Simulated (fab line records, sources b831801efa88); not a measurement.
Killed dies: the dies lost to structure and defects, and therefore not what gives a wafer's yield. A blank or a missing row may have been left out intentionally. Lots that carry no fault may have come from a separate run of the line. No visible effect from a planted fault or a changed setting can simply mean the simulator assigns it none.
Problem report, 8D (eight disciplines) form, completed by code ; flow sky130 ; the parts of the form that need people (team, actions taken, sign-off) are left out

## 1. PROBLEM STATEMENT
Wafers without a fault read 100.00 C, standard deviation 0.12; plate-temp-C at SKY_POLY_GATE_SOFTBAKE_09 reads a mean of 92.92 C on 6 wafers belonging to 2 lots. Relative to the usual mean, that is a shift of -59 standard deviations.
The step: time 87.27 s.
Earliest sighting: wafer L505.1 on litho-track-03 at day 19 04:00. The record has a number at this step for 39 wafers belonging to 13 lots. Rule for "out" (also "out of limits"): further than 4 standard deviations from the usual mean. The rest of the wafers with a number are treated as sound.

## 2. WHAT IT IS, WHAT IT ISN'T
question;is;is not
which readings at this step;plate-temp-C, heater-power-total-W;-
which lots;L505, L508;L499, L500, L502, L503, L506, L515, L516, L517, L518, L519, L520
which wafers of those lots;all that have a number;-
read on which tools;litho-track-03;litho-track-02, litho-track-04
when;from day 19 04:00;"up to then (12 sound wafers); but 21 sound wafers of L506, L515, L516, L517, L518, L519, L520 came after"

## 3. WHAT RULES OUT EACH SUSPECT
Counting: a tool stays on the suspect list if, at a process step up to the reading, it processed all lots that are out and no sound lot following the first of them.
- litho-track-03 at SKY_POLY_GATE_SOFTBAKE_09 (time 87.27 s): ruled out as a lasting fault. Sound lots L515, L519, L518 ran on it after its first lot that is out, L505 (day 19 04:00).
Left after counting: nothing in the record.

## 4. THE CAUSE (what the simulator had put in)
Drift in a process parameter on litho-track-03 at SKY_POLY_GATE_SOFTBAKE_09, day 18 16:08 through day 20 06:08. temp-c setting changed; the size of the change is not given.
Counting ruled it out, wrongly.

## 5. SEQUENCE OF EFFECTS, ordered by route
Rows list readings where the struck wafers' mean (over those with a number) sits beyond 3 standard deviations from the usual. Only readings whose record carries a usual standard deviation are examined. hours: median over the lots of the time between each lot's start at the first step of this table that gives one and its start at this step. sigmas: the change, counted in usual standard deviations.
hours;step;reading;usual;on struck wafers;change;sigmas
0;SKY_POLY_GATE_SOFTBAKE_09;heater-power-total-W;57.92 W;52.28;-5.64;-59
0;SKY_POLY_GATE_SOFTBAKE_09;plate-temp-C;100.00 C;92.92;-7.08;-59
Its process steps:
- SKY_POLY_GATE_SOFTBAKE_09: time 87.27 s.
Later measuring or inspecting steps at which every struck wafer that the step has a row for has a number for every such reading, and none has moved that far: SKY_LDD_P_TW_MEAS_11.

## 6. HOW IT WOULD HAVE BEEN CAUGHT EARLIER
In this record no reading fell out of limits until day 19 04:00, 12 hours after the fault had begun at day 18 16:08.
